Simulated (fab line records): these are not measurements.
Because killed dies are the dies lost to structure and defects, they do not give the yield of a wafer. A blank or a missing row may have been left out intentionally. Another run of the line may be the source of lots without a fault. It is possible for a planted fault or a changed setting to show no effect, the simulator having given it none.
Split-lot trial	flow sfqLine	23 wafers read across 5 lots, on a route 325 steps long

== THE SPLIT ==
At SFQ_TRILAYER_JJ_TRILAYER_DEP_SPUTTER_110 (material Al, target thk 8 nm, time 10 s), the setting timeS was moved away from the recipe's 10 s on 5 of the 23 wafers read, by -8.5% to +7.6%. For the rest of the wafers, this setting stayed at what the recipe calls for.

The split's own step is where the reading is taken.

== THE READING ==
Al_of_TRILAYER_JJ_TRILAYER_DEP_SPUTTER_110.thkNm (the simulator's own value, which no gauge read), in nm, at SFQ_TRILAYER_JJ_TRILAYER_DEP_SPUTTER_110 (material Al, target thk 8 nm, time 10 s). There is no usual value for it anywhere in the file. The 18 wafers here that ran the recipe average 7.963 nm, standard deviation 0.16 nm.

wafer	tool, chamber at the split	timeS as run, s	against the recipe	Al_of_TRILAYER_JJ_TRILAYER_DEP_SPUTTER_110.thkNm, nm	against lot-mates on the recipe
L075.1	pvdSputter-03, -	10	recipe	7.808	-
L075.3	pvdSputter-03, -	10	recipe	8.048	-
L075.6	pvdSputter-03, -	10	recipe	8.159	-
L076.1	pvdSputter-03, -	10	recipe	8.115	-
L076.2	pvdSputter-03, -	10	recipe	7.72	-
L076.3	pvdSputter-03, -	10	recipe	7.814	-
L076.4	pvdSputter-03, -	10	recipe	8.123	-
L076.5	pvdSputter-03, -	10	recipe	8.034	-
L079.1	pvdSputter-04, -	10	recipe	8.148	-
L079.2	pvdSputter-04, -	10	recipe	8.122	-
L079.4	pvdSputter-04, -	10.76	+7.6%	8.97	+0.835
L079.5	pvdSputter-04, -	10.76	+7.6%	8.757	+0.622
L079.6	pvdSputter-04, -	10.76	+7.6%	8.961	+0.826
L082.1	pvdSputter-03, -	9.152	-8.5%	7.373	-0.626
L082.3	pvdSputter-03, -	9.152	-8.5%	7.149	-0.850
L082.4	pvdSputter-03, -	10	recipe	8.082	-
L082.5	pvdSputter-03, -	10	recipe	8.086	-
L082.6	pvdSputter-03, -	10	recipe	7.83	-
L085.1	pvdSputter-05, -	10	recipe	7.787	-
L085.3	pvdSputter-05, -	10	recipe	7.898	-
L085.4	pvdSputter-05, -	10	recipe	7.67	-
L085.5	pvdSputter-05, -	10	recipe	7.878	-
L085.6	pvdSputter-05, -	10	recipe	8.009	-

FIT RESULTS
A straight line over all 23 wafers: Al_of_TRILAYER_JJ_TRILAYER_DEP_SPUTTER_110.thkNm changes by +0.104 nm for each +1% of timeS; r = +0.92; the points scatter about the line by 0.17 nm.
The same after taking each lot's own level away (the mean of its wafers on the recipe; 23 wafers): +0.094 nm for each +1%; r = +0.94; scatter 0.13 nm.
According to that fit, moving timeS by its largest amount changes the reading by 0.8 nm.
The lots' own levels span 7.8484 to 8.1350 nm, that is 1.8 times the standard deviation above.
So the slope is not independent of the lot-to-lot level: the two fits are not the same.
Check: with one of the wafers moved furthest among these (-8.5%) left out of the fit, the line predicts -0.85 nm for it against its lot-mates. It came out at -0.626 nm against them.

== FURTHER SPLITS ON THESE WAFERS ==
These wafers also went through other splits before the reading. Each is held against what the fit with the lots' levels taken away leaves over:
other split on the same wafers	wafers away from the commonest value	r with Al_of_TRILAYER_JJ_TRILAYER_DEP_SPUTTER_110.thkNm (lot level and that fit taken away)
SFQ_TRILAYER_I4_VIA_LITHO_PEB_106 pebTimeS	9	+0.04

== THE FILE'S OWN FIT ==
Al_of_TRILAYER_JJ_TRILAYER_DEP_SPUTTER_110.thkNm changes by +0.0929 nm for each +1% of timeS, r = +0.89.
